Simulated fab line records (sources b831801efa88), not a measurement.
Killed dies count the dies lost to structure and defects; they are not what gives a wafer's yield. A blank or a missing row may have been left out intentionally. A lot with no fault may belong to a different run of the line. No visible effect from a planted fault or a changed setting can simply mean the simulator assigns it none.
Which of the tools did it? || flow gf180mcu || 19 wafers from 7 lots sampled at 2 of the route's 602 steps

WHAT EACH GAUGE READ, for each wafer
GF_VT_IMPLANT_TW_MEAS_10.
{"lot": "L271", "measured": "day 6 01:43", "on": "film metro-04", "VT_IMPLANT_TW": "557 559 559"}
{"lot": "L273", "measured": "day 6 13:01", "on": "film metro-04", "VT_IMPLANT_TW": "555 557 556"}
{"lot": "L280", "measured": "day 8 04:43", "on": "film metro-01", "VT_IMPLANT_TW": "30 564"}
{"lot": "L284", "measured": "day 9 03:11", "on": "film metro-01", "VT_IMPLANT_TW": "564 30"}
{"lot": "L287", "measured": "day 9 23:10", "on": "film metro-01", "VT_IMPLANT_TW": "566 566 572"}
{"lot": "L289", "measured": "day 10 15:48", "on": "film metro-03", "VT_IMPLANT_TW": "564 563 562"}
{"lot": "L293", "measured": "day 11 15:42", "on": "film metro-01", "VT_IMPLANT_TW": "562 562 559"}

WHICH TOOL RAN EACH LOT (tool, then ch and the chambers of the sampled wafers, then the start)
{"lot": "L271", "GF_VT_IMPLANT_DEVELOP_06": "litho track-02 ch 0, day 6 01:19"}
{"lot": "L273", "GF_VT_IMPLANT_DEVELOP_06": "litho track-03 ch 0, day 6 12:35"}
{"lot": "L280", "GF_VT_IMPLANT_DEVELOP_06": "litho track-03 ch 0, day 8 04:17"}
{"lot": "L284", "GF_VT_IMPLANT_DEVELOP_06": "litho track-03 ch 0, day 9 02:47"}
{"lot": "L287", "GF_VT_IMPLANT_DEVELOP_06": "litho track-02 ch 0, day 9 22:44"}
{"lot": "L289", "GF_VT_IMPLANT_DEVELOP_06": "litho track-02 ch 0, day 10 15:22"}
{"lot": "L293", "GF_VT_IMPLANT_DEVELOP_06": "litho track-01 ch 0, day 11 15:17"}
- GF_VT_IMPLANT_DEVELOP_06: develop time 60 s.

THE ANSWER, worked out from the rows above alone
Rule: what is usual is taken from the lots themselves. The widest of any qualifying gaps counts: lots, ordered by their means at a reading, are off when they make up no more than a third of the lots, leave a main group of 4 or more, and stand apart from it by 3 or more times the standard deviation of that group's means. A main group is skipped when, at the precision printed for the reading in the tables above, its means are all equal. A lot without any number at a reading at which 4 lots or more have one is off too. All remaining lots with rows at the step are treated as sound.
Off: at GF_VT_IMPLANT_TW_MEAS_10 (VT_IMPLANT_TW), L280, L284. The main group has a mean of 561 with a standard deviation of 4.1.
A tool fits if, at a process step before that reading, it ran every lot that is off, and no sound lot after the first of them. The gauges at GF_VT_IMPLANT_TW_MEAS_10 are tried like those tools. One candidate fits, namely litho track-03 at GF_VT_IMPLANT_DEVELOP_06. A fault onset in the window from L273 (day 6 12:35, its last sound lot) to L280 (day 8 04:17, its first lot off) fits.

WHAT WAS PUT IN BY THE SIMULATOR
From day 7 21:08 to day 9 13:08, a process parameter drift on litho track-03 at GF_VT_IMPLANT_DEVELOP_06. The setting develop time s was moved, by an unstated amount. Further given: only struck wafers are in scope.
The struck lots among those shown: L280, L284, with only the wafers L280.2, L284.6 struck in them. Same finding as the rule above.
